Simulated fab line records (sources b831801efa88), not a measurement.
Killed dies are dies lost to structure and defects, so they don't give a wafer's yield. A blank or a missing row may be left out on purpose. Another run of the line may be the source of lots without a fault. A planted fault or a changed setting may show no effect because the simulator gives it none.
Split-lot trial | flow sfq-line | on a route of 325 steps: 5 lots, 23 wafers read

## SPLIT DETAILS
At SFQ_TRILAYER_I6_VIA_LITHO_COAT_169 (resist thk 650 nm), the setting spin-rpm was moved away from the recipe's 3000 rpm on 10 of the 23 wafers read, by -3.5% to +4.7%. All remaining wafers had this setting at the recipe value.

## FROM THE SPLIT TO THE READING: what the file shows between them, 3 steps
- SFQ_TRILAYER_I6_VIA_LITHO_SOFTBAKE_173
- SFQ_TRILAYER_I6_VIA_LITHO_EXPOSE_170: exposes mask I6, target cd 700 nm
- SFQ_TRILAYER_I6_VIA_LITHO_DEVELOP_171: time 60 s

## THE READING
KrF_of_TRILAYER_I6_VIA_LITHO_COAT_169.thk-nm (the simulator's own value, which no gauge read), in nm, at SFQ_TRILAYER_I6_VIA_BARC_OPEN_VIA_ETCH_235 (etches BARC in O2, target depth 125 nm, time 41.7 s). No usual value for it is given in the file. Across the 13 wafers here that went through the recipe, the average is 574.0 nm and the standard deviation 1.8 nm.

wafer  | tool, chamber at the split | spin-rpm as run, rpm | against the recipe | KrF_of_TRILAYER_I6_VIA_LITHO_COAT_169.thk-nm, nm | against lot-mates on the recipe
L074.1 | litho-track-03, 0          | 3141                 | +4.7%              | 559.7                                            | -14.6
L074.2 | litho-track-03, 0          | 3000                 | recipe             | 573.9                                            | -
L074.3 | litho-track-03, 0          | 3000                 | recipe             | 574.8                                            | -
L074.4 | litho-track-03, 0          | 3141                 | +4.7%              | 557.6                                            | -16.7
L074.5 | litho-track-03, 0          | 3141                 | +4.7%              | 558.9                                            | -15.4
L077.1 | litho-track-01, 0          | 3000                 | recipe             | 574.1                                            | -
L077.3 | litho-track-01, 0          | 3076                 | +2.5%              | 568.8                                            | -6.9
L077.4 | litho-track-01, 0          | 3076                 | +2.5%              | 567.4                                            | -8.3
L077.5 | litho-track-01, 0          | 3000                 | recipe             | 577.3                                            | -
L077.6 | litho-track-01, 0          | 3076                 | +2.5%              | 567.8                                            | -7.9
L078.1 | litho-track-02, 0          | 3000                 | recipe             | 574.1                                            | -
L078.2 | litho-track-02, 0          | 3000                 | recipe             | 572.3                                            | -
L078.3 | litho-track-02, 0          | 3000                 | recipe             | 571.7                                            | -
L078.5 | litho-track-02, 0          | 3079                 | +2.6%              | 564.9                                            | -7.8
L078.6 | litho-track-02, 0          | 3079                 | +2.6%              | 564                                              | -8.7
L080.2 | litho-track-03, 0          | 3000                 | recipe             | 575.4                                            | -
L080.5 | litho-track-03, 0          | 3000                 | recipe             | 573.4                                            | -
L080.6 | litho-track-03, 0          | 3000                 | recipe             | 576.9                                            | -
L083.1 | litho-track-02, 0          | 2896                 | -3.5%              | 581.1                                            | +8.2
L083.2 | litho-track-02, 0          | 3000                 | recipe             | 573                                              | -
L083.3 | litho-track-02, 0          | 2896                 | -3.5%              | 586.9                                            | +14.0
L083.5 | litho-track-02, 0          | 3000                 | recipe             | 574.5                                            | -
L083.6 | litho-track-02, 0          | 3000                 | recipe             | 571.1                                            | -

FIT RESULTS
A straight line over all 23 wafers: KrF_of_TRILAYER_I6_VIA_LITHO_COAT_169.thk-nm changes by -3.08 nm for each +1% of spin-rpm; r = -0.96; the points scatter about the line by 1.9 nm.
The same after taking each lot's own level away (the mean of its wafers on the recipe; 23 wafers): -3.24 nm for each +1%; r = -0.98; scatter 1.4 nm.
The reading moves by 15 nm for the largest change in spin-rpm, on that fit.
Measured against the standard deviation above, the lots' own levels, which go from 572.70 to 575.70 nm, span 1.7 times it.
The two slopes are in agreement: the lot-to-lot level therefore moves the slope only a little.
Check: -15.3 nm against its lot-mates is what the line predicts for one of the wafers moved furthest among these (+4.7%) when that wafer is left out of the fit. Against them it came out at -14.6 nm.

## OTHER SPLITS ON THESE WAFERS
Note: prior to the reading, these wafers also went through further splits. Each is held against what the fit with the lots' levels taken away leaves over:
other split on the same wafers               | wafers away from the commonest value | r with KrF_of_TRILAYER_I6_VIA_LITHO_COAT_169.thk-nm (lot level and that fit taken away)
SFQ_TRILAYER_M6_LITHO_COAT_159 resist-thk-nm | 6                                    | -0.15

## THE WHOLE CHAIN: every reading that the file lists as answering this split, in the file's order
step                                       | what it does                                        | reading                                                                                       | change (the file's fit)              | r (the file's)
SFQ_TRILAYER_I6_VIA_LITHO_COAT_169         | resist thk 650 nm                                   | KrF_of_TRILAYER_I6_VIA_LITHO_COAT_169.thk-nm (the simulator's own value, which no gauge read) | -3.33 nm for each +1% of the setting | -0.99
SFQ_TRILAYER_I6_VIA_BARC_OPEN_VIA_ETCH_235 | etches BARC in O2, target depth 125 nm, time 41.7 s | KrF_of_TRILAYER_I6_VIA_LITHO_COAT_169.thk-nm (the simulator's own value, which no gauge read) | -3.23 nm for each +1% of the setting | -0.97

## THE FILE'S OWN FIT
KrF_of_TRILAYER_I6_VIA_LITHO_COAT_169.thk-nm changes by -3.23 nm for each +1% of spin-rpm, r = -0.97.
